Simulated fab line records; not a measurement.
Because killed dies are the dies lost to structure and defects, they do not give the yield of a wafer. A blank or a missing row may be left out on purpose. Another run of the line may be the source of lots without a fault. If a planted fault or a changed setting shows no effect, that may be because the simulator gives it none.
Struck lot and sound lot, side by side	flow sky130	30 steps out of a route of 708
Sound: these wafers, L563.2, L563.4, L563.6. Wafers struck: L581.2, L581.3, L581.6. The cause comes at the end.
Per side, at each step with rows, come the tool, then ch with its chambers, and then its first start. Under that, the readings that differ: sound wafers	struck wafers	difference of the means	sigmas: that difference in standard deviations of wafers without a fault.
alike: readings whose means differ by less than 2 such deviations, and words and numbers that are the same on both sides. not compared: withheld readings, readings that some wafer has no value for, bounds like >300 that may hide the same value, and numbers for which the record gives no deviation and whose values overlap.
Wherever a step has rows on one side only, a row that says differs or no value, or a row with sigmas, the two part there. Non-overlapping numbers with no deviation appear without sigmas and do not part them. Lack of a reading on every wafer of one side parts them only where that side has two or more wafers.

SKY_PWDE_STRIP_09: strips in O2/N2.
  sound on plasma asher-02 ch 0,1, day 3 21:43; struck on plasma asher-02 ch 0,1, day 8 06:25
  alike: drypump motor current A, oes product au, strip time to endpoint s
  not compared: rf hours counter h
SKY_PWDE_TW_MEAS_10:
  struck on film metro-01, day 8 06:31; sound on film metro-02, day 3 21:50
reading	sound	struck	difference	sigmas
PWDE_TW	375.6 375.5 374.8	366.6 365.6 363.1	-10.2	-4
then, 7 steps without rows for these wafers: SKY_NWELL_DEHYDRATE_03 (time 60 s); SKY_NWELL_HMDS_04 (prime time 60 s); SKY_NWELL_COAT_05 (resist thk 3000 nm); SKY_NWELL_SOFTBAKE_06; SKY_NWELL_EXPOSE_07 (exposes mask NWM, target cd 840 nm); SKY_NWELL_PEB_08; SKY_NWELL_DEVELOP_09 (develop time 60 s).
SKY_NWELL_OVL_MEAS_10:
  struck on overlay-02, day 9 03:29; sound on overlay-02, day 4 13:26
reading	sound	struck	difference	sigmas
NWELL_00_OVL (nm)	-3.0 -1.8 -2.1	1.4 3.5 2.4	+4.7	+3
then, 2 steps without rows for these wafers: SKY_NWELL_IMPLANT_11; SKY_NWELL_IMPLANT_12.
SKY_NWELL_IMPLANT_13:
  sound on implanter-02 ch 0, day 4 13:47; struck on implanter-03 ch 0, day 9 03:51
reading	sound	struck	difference	sigmas
dose ions cm2	6.989e+11 6.994e+11 6.991e+11	5.127e+11 5.132e+11 5.125e+11	-1.863e+11	-99 or more
faraday current uA	4.01 3.90 4.03	2.92 2.92 2.85	-1.08	-15
  alike: end station pressure torr
SKY_NWELL_STRIP_14: strips in O2/N2.
  sound on plasma asher-01 ch 0,1, day 4 13:55; struck on plasma asher-04 ch 0, day 9 03:58
reading	sound	struck	difference	sigmas
drypump motor current A (A)	5.2 5.2 5.4	6.8 6.8 6.8	+1.5	+2
  alike: oes product au, strip time to endpoint s
  not compared: rf hours counter h
SKY_NWELL_TW_MEAS_15:
  struck on film metro-01, day 9 04:05; sound on film metro-02, day 4 14:02
reading	sound	struck	difference	sigmas
NWELL_TW	1819 1816 1817	1778 1780 1788	-35	-3
then, 7 steps without rows for these wafers: SKY_NWELL_DEHYDRATE_16 (time 60 s); SKY_NWELL_HMDS_17 (prime time 60 s); SKY_NWELL_COAT_18 (resist thk 3000 nm); SKY_NWELL_SOFTBAKE_19; SKY_NWELL_EXPOSE_20 (exposes mask NWM COMPLEMENT, target cd 840 nm); SKY_NWELL_PEB_21; SKY_NWELL_DEVELOP_22 (develop time 60 s).
SKY_NWELL_OVL_MEAS_23:
  struck on overlay-02, day 10 02:59; sound on overlay-01, day 5 06:14
  alike: NWELL_01_OVL
then, 1 step without rows for these wafers: SKY_NWELL_IMPLANT_24.
SKY_NWELL_STRIP_25: strips in O2/N2.
  sound on plasma asher-03 ch 0,1, day 5 06:25; struck on plasma asher-01 ch 0,1, day 10 03:19
  alike: drypump motor current A, oes product au, strip time to endpoint s
  not compared: rf hours counter h
SKY_NWELL_TW_MEAS_26:
  struck on film metro-02, day 10 03:26; sound on film metro-01, day 5 06:31
reading	sound	struck	difference	sigmas
NWELL_2_TW	485 487 487	495 493 493	+7	+2
then, 1 step without rows for these wafers: SKY_NWELL_CLEAN_27 (cleans in SC1/SC2, time 150 s).
SKY_NWELL_RTA_28: time 30 s.
  sound on rtp anneal-02 ch 0, day 5 06:38; struck on rtp anneal-01 ch 0, day 10 03:32
reading	sound	struck	difference	sigmas
anneal temp c max	1056.4 1058.9 1057.7	1052.6 1052.8 1054.1	-4.5	-2
  alike: lamp power pct, wafer_temp_C_max
SKY_NWELL_RS_MEAS_29: a four-point-probe measurement.
  struck on film metro-01, day 10 04:01; sound on film metro-02, day 5 06:44
reading	sound	struck	difference	sigmas
NWELL_RS (ohm/sq)	623.6 624.8 623.4	628.4 630.2 628.9	+5.2	+3
  not compared: hold
-- the record jumps here: 40 days lie between the struck wafers' starts before and after (it left off in module NWELL and takes up again in module PAD_OPEN, whose first step shown is number 708 of the route) --
SKY_PAD_OPEN_PROBE_99:
  struck on prober-02, day 50 04:02; sound on prober-02, day 45 21:05
reading	sound	struck	difference	sigmas
killed at other	3 0 1	0 0 0	-1	-2
model.etest.pfet g5v0d10v5.r on ohm um	4724 4799 4717	4639 4691 4670	-80	
model.etest.pfet g5v0d10v5.drive ua um	344.6 336.1 342.1	359.1 357.3 353.8	+15.8	
model.etest.pfet_01v8_lvt.drive ua um	174.5 171.8 172.2	177.7 179.9 178.6	+5.9	
model.etest.pfet g5v0d10v5.off log10 a um	-12.43 -12.54 -12.48	-11.55 -11.4 -11.56	+0.98	
model.etest.pfet_01v8_lvt.off log10 a um	-8.88 -9.206 -9.139	-8.099 -8.136 -8.112	+0.959	
model.etest.pfet g5v0d10v5.vt sat v (V)	-0.6125 -0.6234 -0.6394	-0.5317 -0.5447 -0.5436	+0.0851	
model.etest.pfet_16v.vt v (V)	-1.088 -1.092 -1.096	-1.017 -1.008 -1.016	+0.078	
model.etest.pfet g5v0d10v5.vt v (V)	-0.8157 -0.8219 -0.842	-0.7424 -0.7547 -0.7518	+0.0769	
  alike: killed_at_M0_to_M3, killed_at_M4_up, killed at contacts, killed at front end, killed dies, killed open, killed short

WHERE THEY PART
Last at SKY_PAD_OPEN_PROBE_99 as far as this record goes, first at SKY_PWDE_TW_MEAS_10.

WHY: whatever the simulator had introduced
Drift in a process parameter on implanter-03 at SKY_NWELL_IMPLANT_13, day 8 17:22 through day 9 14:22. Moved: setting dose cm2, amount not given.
